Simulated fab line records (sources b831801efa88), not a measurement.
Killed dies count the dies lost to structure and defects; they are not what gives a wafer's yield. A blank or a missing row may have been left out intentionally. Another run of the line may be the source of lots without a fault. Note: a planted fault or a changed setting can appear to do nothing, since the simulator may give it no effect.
Check for tools in common || flow sky130 || 11 lots, 33 wafers sampled

== WHY THIS WAS OPENED ==
SKY_PWDE_TW_MEAS_10, reading PWDE_TW: flagged on 2 of 11 lots. Wafers without a fault read 373, standard deviation 3.
Rule: flag the lot when none of its wafers has a number, or when each of its wafers that has one lies beyond 4 standard deviations from that mean. All remaining lots are regarded as sound.

{"lot": "L762", "measured": "day 4 11:05", "on": "film_metro-02", "PWDE_TW, wafer by wafer": "371 369 372", "flag": ""}
{"lot": "L763", "measured": "day 4 14:34", "on": "film_metro-04", "PWDE_TW, wafer by wafer": "375 377 375", "flag": ""}
{"lot": "L764", "measured": "day 4 19:52", "on": "film_metro-04", "PWDE_TW, wafer by wafer": "378 374 376", "flag": ""}
{"lot": "L765", "measured": "day 5 01:07", "on": "film_metro-04", "PWDE_TW, wafer by wafer": "374 374 373", "flag": ""}
{"lot": "L766", "measured": "day 5 06:42", "on": "film_metro-04", "PWDE_TW, wafer by wafer": "1139 1131 1135", "flag": "FLAGGED"}
{"lot": "L767", "measured": "day 5 11:45", "on": "film_metro-04", "PWDE_TW, wafer by wafer": "1132 1131 1132", "flag": "FLAGGED"}
{"lot": "L776", "measured": "day 7 13:38", "on": "film_metro-02", "PWDE_TW, wafer by wafer": "371 372 371", "flag": ""}
{"lot": "L777", "measured": "day 7 21:07", "on": "film_metro-04", "PWDE_TW, wafer by wafer": "373 372 373", "flag": ""}
{"lot": "L779", "measured": "day 8 08:35", "on": "film_metro-04", "PWDE_TW, wafer by wafer": "372 375 375", "flag": ""}
{"lot": "L781", "measured": "day 8 19:44", "on": "film_metro-03", "PWDE_TW, wafer by wafer": "371 372 372", "flag": ""}
{"lot": "L783", "measured": "day 9 05:01", "on": "film_metro-03", "PWDE_TW, wafer by wafer": "370 370 371", "flag": ""}
Averaged over the flagged lots the numbers come to 1133, +760 from the usual (+99 or more standard deviations).

== WHICH TOOL EACH LOT WENT THROUGH ==
2 process steps preceding the reading are held in the record, out of 708 steps in the route. In each cell: the tool, then ch and the chambers that the sampled wafers went through, then the start.
{"lot": "L762", "flag": "", "SKY_DNWELL_COAT_02": "litho_track-02 ch 0, day 3 09:35", "SKY_DNWELL_STRIP_08": "plasma_asher-02 ch 0,1, day 3 18:20"}
{"lot": "L763", "flag": "", "SKY_DNWELL_COAT_02": "litho_track-03 ch 0, day 3 13:20", "SKY_DNWELL_STRIP_08": "plasma_asher-01 ch 0,1, day 3 22:04"}
{"lot": "L764", "flag": "", "SKY_DNWELL_COAT_02": "litho_track-02 ch 0, day 3 18:28", "SKY_DNWELL_STRIP_08": "plasma_asher-03 ch 0,1, day 4 02:41"}
{"lot": "L765", "flag": "", "SKY_DNWELL_COAT_02": "litho_track-04 ch 0, day 3 21:53", "SKY_DNWELL_STRIP_08": "plasma_asher-01 ch 0,1, day 4 07:34"}
{"lot": "L766", "flag": "FLAGGED", "SKY_DNWELL_COAT_02": "litho_track-03, day 4 04:59", "SKY_DNWELL_STRIP_08": "plasma_asher-02 ch 0,1, day 4 13:23"}
{"lot": "L767", "flag": "FLAGGED", "SKY_DNWELL_COAT_02": "litho_track-03, day 4 08:41", "SKY_DNWELL_STRIP_08": "plasma_asher-01 ch 0,1, day 4 17:17"}
{"lot": "L776", "flag": "", "SKY_DNWELL_COAT_02": "litho_track-03 ch 0, day 6 07:32", "SKY_DNWELL_STRIP_08": "plasma_asher-01 ch 0,1, day 6 17:35"}
{"lot": "L777", "flag": "", "SKY_DNWELL_COAT_02": "litho_track-03 ch 0, day 6 15:32", "SKY_DNWELL_STRIP_08": "plasma_asher-02 ch 0, day 7 01:02"}
{"lot": "L779", "flag": "", "SKY_DNWELL_COAT_02": "litho_track-03 ch 0, day 7 02:02", "SKY_DNWELL_STRIP_08": "plasma_asher-01 ch 0,1, day 7 12:40"}
{"lot": "L781", "flag": "", "SKY_DNWELL_COAT_02": "litho_track-03 ch 0, day 7 13:38", "SKY_DNWELL_STRIP_08": "plasma_asher-01 ch 0,1, day 7 23:17"}
{"lot": "L783", "flag": "", "SKY_DNWELL_COAT_02": "litho_track-03 ch 0, day 7 22:10", "SKY_DNWELL_STRIP_08": "plasma_asher-03 ch 0,1, day 8 08:46"}
These steps, and what they do:
- SKY_DNWELL_COAT_02: resist thk 3000 nm.
- SKY_DNWELL_STRIP_08: strips in O2/N2.
- SKY_PWDE_TW_MEAS_10

== FLAGGED AGAINST TOTAL, ONE TOOL AT A TIME (gauges that did the reading follow at the end) ==
{"step": "SKY_DNWELL_COAT_02", "tool": "litho_track-02", "lots run": 2, "flagged": 0, "share of the flagged lots": "none", "sound lots run after its first flagged lot": "-"}
{"step": "SKY_DNWELL_COAT_02", "tool": "litho_track-03", "lots run": 8, "flagged": 2, "share of the flagged lots": "all", "sound lots run after its first flagged lot": "5 (L776,L777,L779,L781,L783)"}
{"step": "SKY_DNWELL_COAT_02", "tool": "litho_track-04", "lots run": 1, "flagged": 0, "share of the flagged lots": "none", "sound lots run after its first flagged lot": "-"}
{"step": "SKY_DNWELL_STRIP_08", "tool": "plasma_asher-01", "lots run": 6, "flagged": 1, "share of the flagged lots": "some", "sound lots run after its first flagged lot": "3 (L776,L779,L781)"}
{"step": "SKY_DNWELL_STRIP_08", "tool": "plasma_asher-02", "lots run": 3, "flagged": 1, "share of the flagged lots": "some", "sound lots run after its first flagged lot": "1 (L777)"}
{"step": "SKY_DNWELL_STRIP_08", "tool": "plasma_asher-03", "lots run": 2, "flagged": 0, "share of the flagged lots": "none", "sound lots run after its first flagged lot": "-"}
{"step": "SKY_PWDE_TW_MEAS_10", "tool": "film_metro-02", "lots run": 2, "flagged": 0, "share of the flagged lots": "none", "sound lots run after its first flagged lot": "-"}
{"step": "SKY_PWDE_TW_MEAS_10", "tool": "film_metro-03", "lots run": 2, "flagged": 0, "share of the flagged lots": "none", "sound lots run after its first flagged lot": "-"}
{"step": "SKY_PWDE_TW_MEAS_10", "tool": "film_metro-04", "lots run": 7, "flagged": 2, "share of the flagged lots": "all", "sound lots run after its first flagged lot": "2 (L777,L779)"}

== THE TABLE: WHAT IT ALLOWS ==
Rows of the table that ran all the flagged lots, 2 in number: litho_track-03 at SKY_DNWELL_COAT_02; film_metro-04 at SKY_PWDE_TW_MEAS_10.
- litho_track-03 at SKY_DNWELL_COAT_02: 2 of its 8 lots flagged. After the first flagged lot (L776, L777, L779, L781, L783), sound lots still ran on it; a lasting fault on the whole tool would not permit that. On the flagged lots its readings are blank where sound lots have values: chill_plate_temp_C, dispense_pressure_kPa, spin_speed_rpm.
- film_metro-04 at SKY_PWDE_TW_MEAS_10: 2 of its 7 lots flagged. After the first flagged lot (L777, L779), sound lots still ran on it; a lasting fault on the whole tool would not permit that.
Every row of the table either missed a flagged lot or ran a sound lot after the first.

== WHAT HAD BEEN PUT IN BY THE SIMULATOR ==
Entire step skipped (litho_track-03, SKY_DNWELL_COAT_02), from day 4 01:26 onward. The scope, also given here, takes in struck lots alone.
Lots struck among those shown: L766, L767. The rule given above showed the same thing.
